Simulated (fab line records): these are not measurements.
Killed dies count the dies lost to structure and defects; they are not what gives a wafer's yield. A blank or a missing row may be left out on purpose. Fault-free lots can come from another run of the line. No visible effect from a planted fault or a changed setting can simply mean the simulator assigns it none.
The tool behind it: which one? | flow gf180mcu | at 1 step of a route of 602, 12 lots with 36 wafers sampled

WHAT THE GAUGES READ, wafer by wafer
GF_PSD_CD_MEAS_07: target cd 400 nm.
lot  | measured     | on        | cd-nm (nm)
L075 | day 14 16:40 | cd-sem-02 | 399.1 400.5 398.0
L077 | day 15 08:26 | cd-sem-01 | 402.4 399.7 401.3
L079 | day 16 00:16 | cd-sem-01 | 398.3 397.6 395.3
L081 | day 16 22:53 | cd-sem-01 | 402.0 401.3 404.1
L083 | day 17 03:23 | cd-sem-02 | 402.5 403.5 401.0
L085 | day 18 05:31 | cd-sem-01 | 394.9 392.7 398.0
L087 | day 18 22:08 | cd-sem-01 | 397.8 395.9 396.8
L089 | day 19 13:21 | cd-sem-01 | 401.7 404.8 401.0
L091 | day 20 13:18 | cd-sem-01 | 401.4 400.7 402.6
L093 | day 21 03:55 | cd-sem-01 | 398.4 399.2 400.2
L095 | day 21 22:43 | cd-sem-01 | 402.9 404.1 402.3
L097 | day 22 12:14 | cd-sem-02 | 398.9 401.7 398.5

EACH LOT AND THE TOOL THAT RAN IT (in order: tool; ch and the chambers of the sampled wafers; start)
The record holds no process step before these readings.

THE ANSWER, worked out from the rows above alone
Rule: what is usual is taken from the lots themselves. Put in order of their means at a reading, lots are off if they are a third of the lots or fewer, leave a main group of 4 or more, and stand apart from it by a gap of 3 or more times the standard deviation of the main group's means; of several such gaps the widest counts. If all means in a main group match to the digits the tables above print for the reading, that group is not used. A lot without any number at a reading at which 4 lots or more have one is off too. Any other lot the step has rows for is counted as sound.
Nothing can be told from this: no lot is off at any reading shown.

WHAT HAD BEEN PUT IN BY THE SIMULATOR
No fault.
